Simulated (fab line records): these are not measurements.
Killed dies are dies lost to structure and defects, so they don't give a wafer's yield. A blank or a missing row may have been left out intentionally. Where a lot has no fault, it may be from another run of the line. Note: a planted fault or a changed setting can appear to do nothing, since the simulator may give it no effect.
Struck lot and sound lot, side by side -- flow gf180mcu -- 14 out of 602 route steps
Sound: wafers L419.2, L419.3, L419.4. The struck wafers were L411.1, L411.2, L411.5. The cause is named last.
Each step with rows lists, per side, the tool, then ch with its chambers, then its first start. Under that, the readings that differ: sound wafers -- struck wafers -- difference of the means -- sigmas: that difference in standard deviations of wafers without a fault.
alike: a reading whose means differ by less than 2 such deviations, as well as words and numbers matching on both sides. not compared: withheld readings; readings where some wafer has no value; bounds like >300 that might hide an equal value; numbers whose values overlap and for which the record gives no deviation.
Wherever a step has rows on one side only, a row that says differs or no value, or a row with sigmas, the two part there. Numbers that don't overlap but have no deviation are shown without sigmas and don't part them. A reading missing from all wafers of one side parts the sides only when that side holds two or more wafers.

first, 4 steps without rows for these wafers: GF_MIM_SOFTBAKE_15 (time 60 s); GF_MIM_EXPOSE_16 (exposes mask FuseTop, target cd 2000 nm); GF_MIM_PEB_17; GF_MIM_DEVELOP_18 (develop time 60 s).
GF_MIM_METAL_ETCH_19: etches the open film in Cl2/BCl3, stops on Si3N4, target depth 324.5 nm, time 54.1 s.
  sound on rie-metal-03 ch 0,1, day 31 01:52; struck on rie-metal-03 ch 0,1, day 28 17:49
  alike: bias-w, chamber-pressure-mTorr, drypump-motor-current-A, mfc-cl2-sccm, oes-product-au, throttle-valve-pct
  not compared: rf-hours-counter-h
GF_MIM_STRIP_20: strips in O2/N2.
  sound on plasma-asher-03 ch 0,1, day 31 01:56; struck on plasma-asher-03 ch 0,1, day 28 17:53
reading,sound,struck,difference,sigmas
oes-product-au (a.u.),0.698 0.704 0.695,0.688 0.687 0.688,-0.011,-2
  alike: chamber-pressure-mTorr, drypump-motor-current-A, heater-power-w, n2-flow-sccm, o2-flow-sccm, strip-time-to-endpoint-s
  not compared: rf-hours-counter-h
then, 6 steps without rows for these wafers: GF_MIM_STRIP_21 (strips in post etch residue remover, time 1200 s); GF_MIM_CLEAN_22 (cleans in DIW); GF_M5_DEHYDRATE_00 (time 60 s); GF_M5_HMDS_01 (prime time 60 s); GF_M5_COAT_02 (resist thk 1000 nm); GF_M5_SOFTBAKE_03 (time 60 s).
GF_M5_EXPOSE_04: exposes mask Metal5, target cd 280 nm.
  sound on krf-scanner-02 ch 0, day 31 11:23; struck on krf-scanner-02, day 29 04:16
  no value came back on the struck wafers for exposure-dose-mJ-cm2, focus-offset-nm (nm); on the sound wafers exposure-dose-mJ-cm2 reads 27.947 27.970 27.950
  alike: mask
then, 1 step without rows for these wafers: GF_M5_PEB_05 (peb time 90 s).

## WHERE THEY PART
First at GF_MIM_STRIP_20; last, within this record, at GF_M5_EXPOSE_04.

WHY: what the simulator had put in
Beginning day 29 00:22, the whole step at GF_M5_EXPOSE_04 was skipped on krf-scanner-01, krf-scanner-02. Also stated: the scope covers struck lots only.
